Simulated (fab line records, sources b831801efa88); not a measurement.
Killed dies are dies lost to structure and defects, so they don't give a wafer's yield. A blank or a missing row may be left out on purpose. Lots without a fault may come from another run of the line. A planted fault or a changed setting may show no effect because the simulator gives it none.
Chamber matching | flow sky130 | SKY_PASSIVATION_CVD_02 on pecvd-02: 3 sister chambers
The step deposits Si3N4, target thk 540 nm. 20 wafers are shown with their chamber, then 10 later ones without.

WAFERS WITH THEIR CHAMBER
wafer  | chamber | heater_power_w (W)
L075.1 | 2       | 655
L075.2 | 1       | 688
L075.5 | 0       | 707
L076.2 | 2       | 722
L076.3 | 0       | 705
L076.4 | 2       | 713
L078.4 | 2       | 738
L078.5 | 1       | 691
L078.6 | 0       | 698
L086.3 | 2       | 669
L086.4 | 1       | 650
L086.5 | 2       | 706
L088.1 | 0       | 710
L088.2 | 2       | 638
L088.5 | 1       | 626
L089.1 | 2       | 623
L089.3 | 1       | 672
L089.6 | 1       | 682
L093.2 | 0       | 590
L093.4 | 2       | 654

SIGNATURES (means of the wafers above)
reading        | chamber 0 | chamber 1 | chamber 2 | scatter within a chamber
heater_power_w | 682.00    | 668.17    | 679.78    | 40
Rule: a wafer's distance from a chamber is the root of the sum, over the readings, of the square of ((its reading less the chamber's mean) divided by the reading's scatter). The wafer belongs to the nearest chamber; if the next one is less than 2 further off, it can't be placed. The scatter: the root of (the sum of the squares of (reading less its chamber's mean) over the shown wafers, divided by (wafers less chambers)).

WAFERS WITHOUT THEIR CHAMBER
wafer  | heater_power_w (W)
L093.5 | 635
L094.4 | 674
L094.5 | 681
L094.6 | 605
L095.1 | 695
L095.5 | 678
L095.6 | 716
L097.3 | 632
L097.4 | 669
L097.5 | 719

WHICH CHAMBER EACH WENT THROUGH
wafer  | from the rows above          | in truth
L093.5 | can't be placed: 1 or 2 or 0 | 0
L094.4 | can't be placed: 2 or 1 or 0 | 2
L094.5 | can't be placed: 0 or 2 or 1 | 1
L094.6 | can't be placed: 1 or 2 or 0 | 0
L095.1 | can't be placed: 0 or 2 or 1 | 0
L095.5 | can't be placed: 2 or 0 or 1 | 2
L095.6 | can't be placed: 0 or 2 or 1 | 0
L097.3 | can't be placed: 1 or 2 or 0 | 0
L097.4 | can't be placed: 1 or 2 or 0 | 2
L097.5 | can't be placed: 0 or 2 or 1 | 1
Placed correctly: 0 of 10. Can't be placed from these rows: 10 (the true chamber is among the candidates in 10). Placed wrongly: 0.
